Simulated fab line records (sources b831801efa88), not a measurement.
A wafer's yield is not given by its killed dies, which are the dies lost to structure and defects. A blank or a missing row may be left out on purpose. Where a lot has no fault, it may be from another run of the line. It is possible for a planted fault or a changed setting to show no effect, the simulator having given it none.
One fault through the eyes of 2 desks + flow gf180mcu + only its own numbers are on each desk; what lay behind them is given at the end

THE METROLOGY DESK
What the gauges read for every lot (on any tool): the sampled wafers with a number, averaged. Marked OUT: a lot whose mean sits more than 4 standard deviations from the usual mean, which makes it out of limits; the brackets give that distance.
Columns: A = MVSD_TW at GF_MVSD_TW_MEAS_11, usual 1592; B = MVSD_RS at GF_VT_IMPLANT_RS_MEAS_46, usual 452.5 ohm/sq
| lot  | first seen here | A               | B               |
|------|-----------------|-----------------|-----------------|
| L430 | day 4 17:39     | 1613            | 451.4           |
| L432 | day 5 03:01     | 1567            | 452.7           |
| L433 | day 5 09:59     | 1595            | 454.0           |
| L435 | day 5 22:20     | 1573            | 452.9           |
| L437 | day 6 09:28     | 1584            | 452.2           |
| L439 | day 6 22:38     | 1588            | 451.1           |
| L442 | day 7 13:49     | 1602            | 453.3           |
| L448 | day 9 01:18     | 1677 (+6.5) OUT | 408.9 (-36) OUT |
| L449 | day 9 05:05     | 1679 (+6.7) OUT | 410.6 (-35) OUT |
| L451 | day 9 20:14     | 1595            | 451.6           |
| L452 | day 10 00:46    | 1592            | 451.7           |
This desk's result: L448, L449 out of limits, first on L448 (MVSD_TW at GF_MVSD_TW_MEAS_11), day 9 01:18. L430, L432, L433, L435, L437, L439, L442, L451, L452: within limits.

THE TOOL OWNER'S DESK: implanter-01
The tool's own readings at GF_MVSD_IMPLANT_08, given as means over the sampled wafers that have a number, one for each lot that went through this tool. Marked OUT: a lot whose mean sits more than 4 standard deviations from the usual mean, which makes it out of limits; the brackets give that distance.
Columns: A = beam_energy_keV at GF_MVSD_IMPLANT_08, usual 399.98; B = beam_on_s at GF_MVSD_IMPLANT_08, usual 10.00 s; C = end_station_pressure_torr at GF_MVSD_IMPLANT_08, usual 5.05e-06 Torr; D = faraday_current_uA at GF_MVSD_IMPLANT_08, usual 91.8
| lot  | first seen here | A      | B               | C                          | D               |
|------|-----------------|--------|-----------------|----------------------------|-----------------|
| L430 | day 4 17:15     | 399.90 | 9.98            | 4.88e-06                   | 91.9            |
| L432 | day 5 02:37     | 399.99 | 10.20           | 5.24e-06                   | 90.1            |
| L437 | day 6 09:06     | 400.15 | 9.93            | 5.04e-06                   | 92.4            |
| L439 | day 6 22:16     | 400.04 | 10.06           | 5.07e-06                   | 91.3            |
| L442 | day 7 13:25     | 400.00 | 10.00           | 4.86e-06                   | 92.0            |
| L448 | day 9 00:54     | 400.10 | 11.99 (+10) OUT | 9.99e-05 (+99 or more) OUT | 77.4 (-8.5) OUT |
| L449 | day 9 04:41     | 399.96 | 12.23 (+12) OUT | 1.00e-04 (+99 or more) OUT | 75.8 (-9.4) OUT |
This desk's finding: out of limits on L448, L449; first on L448, day 9 00:54 (beam_on_s at GF_MVSD_IMPLANT_08). L430, L432, L437, L439, L442: within limits.

TAKEN TOGETHER
An alarm could have come from the tool owner's desk at day 9 00:54, on L448, L449.
L448, L449 would have let the metrology desk raise an alarm at day 9 01:18.
All the named lots went through GF_MVSD_IMPLANT_08 on implanter-01.

WHAT THE SIMULATOR HAD INSERTED
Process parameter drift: implanter-01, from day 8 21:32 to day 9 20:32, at GF_MVSD_IMPLANT_08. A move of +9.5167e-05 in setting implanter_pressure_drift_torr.
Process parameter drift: implanter-01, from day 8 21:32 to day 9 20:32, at GF_MVSD_IMPLANT_08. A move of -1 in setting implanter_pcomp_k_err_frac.
Shown lots that were struck: L448, L449.
Time in hours from fault onset to the first out-of-limits reading at each desk: tool owner's desk 3, metrology desk 4.
